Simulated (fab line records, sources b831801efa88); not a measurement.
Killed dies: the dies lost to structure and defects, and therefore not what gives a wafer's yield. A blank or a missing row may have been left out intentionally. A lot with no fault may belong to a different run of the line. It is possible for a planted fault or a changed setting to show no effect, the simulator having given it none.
The tool behind it: which one? || flow sky130 || 30 wafers from 10 lots sampled at 2 of the route's 708 steps

== WHAT EACH GAUGE READ, for each wafer ==
SKY_LOCAL_INTERCONNECT_RS_MEAS_01: uses a four-point probe to measure.
{"lot": "L322", "measured": "day 29 16:41", "on": "film-metro-04", "LOCAL_INTERCONNECT_TIN_RS (ohm/sq)": "14.50 14.35 14.47"}
{"lot": "L323", "measured": "day 29 20:12", "on": "film-metro-04", "LOCAL_INTERCONNECT_TIN_RS (ohm/sq)": "14.10 14.27 14.01"}
{"lot": "L324", "measured": "day 30 08:47", "on": "film-metro-04", "LOCAL_INTERCONNECT_TIN_RS (ohm/sq)": "14.14 14.37 14.23"}
{"lot": "L325", "measured": "day 31 05:11", "on": "film-metro-01", "LOCAL_INTERCONNECT_TIN_RS (ohm/sq)": "14.02 13.97 14.17"}
{"lot": "L328", "measured": "day 32 07:38", "on": "film-metro-02", "LOCAL_INTERCONNECT_TIN_RS (ohm/sq)": "14.16 14.18 14.19"}
{"lot": "L329", "measured": "day 32 10:53", "on": "film-metro-04", "LOCAL_INTERCONNECT_TIN_RS (ohm/sq)": "14.30 14.34 14.33"}
{"lot": "L331", "measured": "day 33 07:53", "on": "film-metro-01", "LOCAL_INTERCONNECT_TIN_RS (ohm/sq)": "14.38 14.42 14.33"}
{"lot": "L335", "measured": "day 34 13:21", "on": "film-metro-04", "LOCAL_INTERCONNECT_TIN_RS (ohm/sq)": "17.10 17.03 17.08 17.10 17.02 17.07"}
{"lot": "L339", "measured": "day 35 09:31", "on": "film-metro-01", "LOCAL_INTERCONNECT_TIN_RS (ohm/sq)": "17.07 16.71 17.07 17.10 16.71 17.04"}
{"lot": "L343", "measured": "day 36 13:31", "on": "film-metro-01", "LOCAL_INTERCONNECT_TIN_RS (ohm/sq)": "14.08 13.99 13.95"}

== TOOL THAT RAN EACH LOT (tool first, then ch and the chambers of the sampled wafers, then the start) ==
{"lot": "L322", "SKY_LOCAL_INTERCONNECT_SPUTTER_00": "pvd-sputter-02, day 29 16:37"}
{"lot": "L323", "SKY_LOCAL_INTERCONNECT_SPUTTER_00": "pvd-sputter-03, day 29 20:08"}
{"lot": "L324", "SKY_LOCAL_INTERCONNECT_SPUTTER_00": "pvd-sputter-01, day 30 08:43"}
{"lot": "L325", "SKY_LOCAL_INTERCONNECT_SPUTTER_00": "pvd-sputter-01, day 31 05:06"}
{"lot": "L328", "SKY_LOCAL_INTERCONNECT_SPUTTER_00": "pvd-sputter-01, day 32 07:32"}
{"lot": "L329", "SKY_LOCAL_INTERCONNECT_SPUTTER_00": "pvd-sputter-02, day 32 10:47"}
{"lot": "L331", "SKY_LOCAL_INTERCONNECT_SPUTTER_00": "pvd-sputter-02, day 33 07:49"}
{"lot": "L335", "SKY_LOCAL_INTERCONNECT_SPUTTER_00": "pvd-sputter-01, day 34 13:16"}
{"lot": "L339", "SKY_LOCAL_INTERCONNECT_SPUTTER_00": "pvd-sputter-01, day 35 09:25"}
{"lot": "L343", "SKY_LOCAL_INTERCONNECT_SPUTTER_00": "pvd-sputter-03, day 36 13:27"}
- SKY_LOCAL_INTERCONNECT_SPUTTER_00: material TiN, target thk 100 nm, time 83.3 s.

== THE ANSWER, worked out from the rows above alone ==
Rule: the usual values come from the lots themselves. The widest of any qualifying gaps counts: lots, ordered by their means at a reading, are off when they make up no more than a third of the lots, leave a main group of 4 or more, and stand apart from it by 3 or more times the standard deviation of that group's means. The tables above print the reading to a certain number of digits; a main group whose means all agree to those digits is not used. A lot without any number at a reading at which 4 lots or more have one is off too. The other lots that the step has rows for count as sound.
Off: L335, L339, seen at SKY_LOCAL_INTERCONNECT_RS_MEAS_01 (LOCAL_INTERCONNECT_TIN_RS). Main group: mean 14.22 ohm/sq, sd 0.14.
If a tool, at a process step before that reading, ran all the lots that are off and no sound lot after the first of them, it fits. The gauges at SKY_LOCAL_INTERCONNECT_RS_MEAS_01 are tried like those tools. One fits: SKY_LOCAL_INTERCONNECT_SPUTTER_00 on pvd-sputter-01. A fault onset in the window from L328 (day 32 07:32, its last sound lot) to L335 (day 34 13:16, its first lot off) fits.

== WHAT THE SIMULATOR HAD PUT IN ==
Site profile drift: pvd-sputter-01, from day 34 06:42 on, at SKY_LOCAL_INTERCONNECT_SPUTTER_00. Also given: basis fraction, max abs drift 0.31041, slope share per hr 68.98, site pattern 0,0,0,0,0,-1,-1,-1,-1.
Shown lots that were struck: L335, L339. Same finding as the rule above.
